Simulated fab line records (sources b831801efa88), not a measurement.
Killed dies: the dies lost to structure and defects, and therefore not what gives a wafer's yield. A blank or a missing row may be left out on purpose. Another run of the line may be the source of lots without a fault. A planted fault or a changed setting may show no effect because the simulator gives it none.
What tool caused it? -- flow sky130 -- Sampling: 11 lots, 33 wafers, 5 of 708 route steps

## WHAT EACH GAUGE READ, for each wafer
SKY_VIA3_BOW_MEAS_03. Usual: VIA3_BOW typically reads 79 um, with standard deviation 8.1.
lot,measured,on,VIA3_BOW (um),flag
L951,day 39 07:27,filmMetro-02,71 82 70,
L952,day 40 05:40,filmMetro-01,82 81 85,
L953,day 40 06:59,filmMetro-04,86 93 87,
L956,day 41 00:34,filmMetro-01,85 67 84,
L961,day 42 05:04,filmMetro-04,69 87 78,
L963,day 42 07:31,filmMetro-04,77 81 87,
L965,day 43 18:10,filmMetro-02,77 74 78,
L967,day 43 18:31,filmMetro-02,77 76 92,
L970,day 44 13:47,filmMetro-02,85 77 83,
L972,day 44 23:25,filmMetro-01,83 98 82,
L973,day 45 02:24,filmMetro-02,79 79 92,

SKY_VIA3_RS_MEAS_22: the measuring method here is four-point-probe. Usual: VIA3_W_RS typically reads 0.290 ohm/sq, with standard deviation 0.0036.
lot,measured,on,VIA3_W_RS (ohm/sq),flag
L951,day 40 09:10,filmMetro-01,0.282 0.283 0.289,
L952,day 41 06:37,filmMetro-02,0.289 0.286 0.293,
L953,day 41 08:27,filmMetro-01,0.288 0.294 0.287,
L956,day 42 01:42,filmMetro-01,0.294 0.294 0.294,
L961,day 43 05:04,filmMetro-02,0.284 0.287 0.290,
L963,day 43 07:16,filmMetro-01,0.289 0.288 0.291,
L965,day 44 17:25,filmMetro-04,0.292 0.294 0.293,
L967,day 44 18:08,filmMetro-01,0.292 0.293 0.292,
L970,day 45 11:34,filmMetro-01,0.291 0.293 0.295,
L972,day 45 22:00,filmMetro-04,0.287 0.288 0.289,
L973,day 46 00:38,filmMetro-02,0.284 0.284 0.284,

SKY_CAP2M_THK_MEAS_01. Usual: CAP2M_CVD_00_THK typically reads 15.40 nm, with standard deviation 0.21.
lot,measured,on,CAP2M_CVD_00_THK (nm),flag
L951,day 40 09:49,filmMetro-01,15.07 15.22 15.46,
L952,day 41 07:17,filmMetro-01,15.22 15.50 15.34,
L953,day 41 09:08,filmMetro-03,15.24 15.74 15.62,
L956,day 42 02:20,filmMetro-03,27.73 28.05 28.16,OFF
L961,day 43 05:43,filmMetro-01,27.72 27.85 28.26,OFF
L963,day 43 07:55,filmMetro-01,27.97 27.69 28.53,OFF
L965,day 44 18:04,filmMetro-03,15.24 15.38 15.43,
L967,day 44 18:47,filmMetro-03,15.27 15.06 15.32,
L970,day 45 12:13,filmMetro-03,15.07 15.30 15.67,
L972,day 45 22:40,filmMetro-04,15.23 15.61 15.65,
L973,day 46 01:17,filmMetro-04,15.25 15.43 15.65,

## WHAT TOOL EACH LOT RAN ON (gives the tool, then ch and the chambers of the sampled wafers, and finally the start)
lot,SKY_METAL4_SPUTTER_01,SKY_CAP2M_CVD_00
L951,"pvdSputter-04, day 40 09:40","pecvd-01 ch 0,2, day 40 09:48"
L952,"pvdSputter-03, day 41 07:07","pecvd-01 ch 0,2, day 41 07:15"
L953,"pvdSputter-02, day 41 08:59","pecvd-02 ch 0,2, day 41 09:07"
L956,"pvdSputter-04, day 42 02:10","pecvd-02 ch 0,1, day 42 02:17"
L961,"pvdSputter-03, day 43 05:34","pecvd-02 ch 0,1,2, day 43 05:42"
L963,"pvdSputter-03, day 43 07:46","pecvd-02 ch 0,1,2, day 43 07:54"
L965,"pvdSputter-02, day 44 17:55","pecvd-01 ch 1,2, day 44 18:02"
L967,"pvdSputter-02, day 44 18:36","pecvd-04 ch 1,2, day 44 18:45"
L970,"pvdSputter-02, day 45 12:03","pecvd-01 ch 0,2, day 45 12:11"
L972,"pvdSputter-02, day 45 22:31","pecvd-02 ch 0,2, day 45 22:38"
L973,"pvdSputter-03, day 46 01:07","pecvd-04 ch 0,1, day 46 01:14"
- SKY_METAL4_SPUTTER_01: material TiN, target thk 20 nm, time 16.7 s.
- SKY_CAP2M_CVD_00: deposits SiO2, target thk 15.5 nm.

## AS READ BY THE TOOLS THEMSELVES (means over the sampled wafers that have a number; for cases with no such wafer, the mark the record gives instead)
SKY_METAL4_SPUTTER_01. Usual: 30.1 % for throttleValvePct, sd 1.2.
lot,tool,throttleValvePct (%),flag
L951,pvdSputter-04,29.9,
L952,pvdSputter-03,31.2,
L953,pvdSputter-02,29.1,
L956,pvdSputter-04,30.7,
L961,pvdSputter-03,31.1,
L963,pvdSputter-03,30.7,
L965,pvdSputter-02,29.8,
L967,pvdSputter-02,29.9,
L970,pvdSputter-02,29.4,
L972,pvdSputter-02,28.5,
L973,pvdSputter-03,30.9,

SKY_CAP2M_CVD_00. Usual: heaterPowerW 738 W, standard deviation 73; susceptorTempC 400.00 C, standard deviation 0.19.
lot,tool,heaterPowerW (W),susceptorTempC (C),flag
L951,pecvd-01,833,399.96,
L952,pecvd-01,809,400.03,
L953,pecvd-02,750,399.91,
L956,pecvd-02,758,399.94,
L961,pecvd-02,709,399.86,
L963,pecvd-02,737,399.94,
L965,pecvd-01,799,400.04,
L967,pecvd-04,698,399.76,
L970,pecvd-01,787,400.25,
L972,pecvd-02,731,400.11,
L973,pecvd-04,665,399.97,

## THE ANSWER, worked out from the rows above alone
Rule: a lot counts as off when the mean over its wafers that have a number is more than 3 standard deviations away from the usual mean. A lot without any number at a reading at which 4 lots or more have one is off too. All remaining lots with rows at the step are treated as sound. Order of review: gauges by route order, followed by the tools' own readings, for which a lot's mean as printed above is used. The first step at which some lot is off is used, and at that step the reading that is off furthest; a lot without a number counts as furthest.
Off: L956, L961, L963, seen at SKY_CAP2M_THK_MEAS_01 (CAP2M_CVD_00_THK).
If a tool, at a process step before that reading, ran all the lots that are off and no sound lot after the first of them, it fits. Those tools and the gauges at SKY_CAP2M_THK_MEAS_01 are tried in the same way. Not one of the candidates tried fits.

## WHAT THE SIMULATOR HAD INSERTED
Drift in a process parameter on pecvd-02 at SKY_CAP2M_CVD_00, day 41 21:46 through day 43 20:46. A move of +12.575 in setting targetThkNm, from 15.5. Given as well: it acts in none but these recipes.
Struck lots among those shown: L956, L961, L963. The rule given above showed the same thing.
